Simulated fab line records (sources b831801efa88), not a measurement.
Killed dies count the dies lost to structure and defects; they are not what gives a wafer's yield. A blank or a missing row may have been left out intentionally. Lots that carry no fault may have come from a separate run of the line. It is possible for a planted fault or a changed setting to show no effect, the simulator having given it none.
Problem report in the 8D (eight disciplines) form, filled by code ; flow gf180mcu ; the parts of the form that need people (team, actions taken, sign-off) are left out

## 1. WHAT IS WRONG
MVPSD_TW at GF_MVPSD_TW_MEAS_11 reads a mean of 753.6 on 9 wafers of 3 lots; wafers without a fault read 555.6 with a standard deviation of 2.2. That is +90 standard deviations from the usual mean.
The first sign was on wafer L359.2 at day 8 07:56, on film-metro-03. At this step, 45 wafers from 15 lots have a number in the record. Rule for "out" (also "out of limits"): further than 4 standard deviations from the usual mean. Any other wafer with a number is counted as sound.

## 2. WHAT THIS IS AND IS NOT
question;is;is not
which readings at this step;MVPSD_TW;-
which lots;L359, L360, L361;L346, L347, L348, L349, L350, L351, L355, L362, L363, L364, L368, L369
which wafers of those lots;all that have a number;-
read on which gauges;film-metro-01, film-metro-03;film-metro-04
when;from day 8 07:56;"up to then (21 sound wafers); but 15 sound wafers of L362, L363, L364, L368, L369 came after"

## 3. THE SUSPECTS, EACH WITH WHAT RULES IT OUT
Counting: any tool at a process step up to the reading is kept as a suspect provided that every lot that is out went through it and no sound lot did after the first of them.
- the gauge at GF_MVPSD_TW_MEAS_11 has been ruled out. The wafers that are out were read on 2 gauges (film-metro-01, film-metro-03).
- implanter-01 at GF_MVPSD_IMPLANT_09: kept. It processed each lot that is out, first L359 at day 8 07:41, and no sound lot thereafter; up to then, the last sound lot it processed was L350 at day 6 03:33. Its own dose-ions-cm2, faraday-current-uA readings are out on those wafers.
After counting, what remains is implanter-01 at GF_MVPSD_IMPLANT_09.

## 4. THE CAUSE (what the simulator had put in)
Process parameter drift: implanter-01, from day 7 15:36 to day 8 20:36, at GF_MVPSD_IMPLANT_09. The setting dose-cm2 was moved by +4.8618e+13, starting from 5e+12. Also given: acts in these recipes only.
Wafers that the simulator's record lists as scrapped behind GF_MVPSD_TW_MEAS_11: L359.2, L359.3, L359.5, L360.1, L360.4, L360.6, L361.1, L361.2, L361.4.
Only this tool survived the counting.

## 5. SEQUENCE OF EFFECTS, ordered by route
Rows list readings where the struck wafers' mean (over those with a number) sits beyond 3 standard deviations from the usual. Readings are gone through only where the record gives a usual standard deviation; hours: the median, over the lots, of the time from a lot's start at the first step in this table giving one to that lot's start at this step; sigmas: the change measured in usual standard deviations.
hours;step;reading;usual;on struck wafers;change;sigmas
0;GF_MVPSD_IMPLANT_09;dose-ions-cm2;4.999e+12;5.362e+13;+4.862e+13;+99 or more
0;GF_MVPSD_IMPLANT_09;faraday-current-uA;28.2;297.5;+269.3;+99 or more
0;GF_MVPSD_TW_MEAS_11;MVPSD_TW;555.6;753.6;+198.0;+90
Its process steps:
- GF_MVPSD_IMPLANT_09

## 6. HOW IT WOULD HAVE BEEN CAUGHT EARLIER
The first out-of-limits reading at a measuring or inspecting step in this record came at day 8 07:56, 16 hours after the fault's start at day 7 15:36.
At GF_MVPSD_IMPLANT_09, the tool's own readings (dose-ions-cm2, faraday-current-uA) were out on each struck wafer the step has a row for, so an alarm limit on them would have fired on the first such wafer.
Of the lots that are out (3), L360, L361 began GF_MVPSD_IMPLANT_09 on implanter-01 after day 8 07:56. A hold on the tool at that time would have spared those 2.
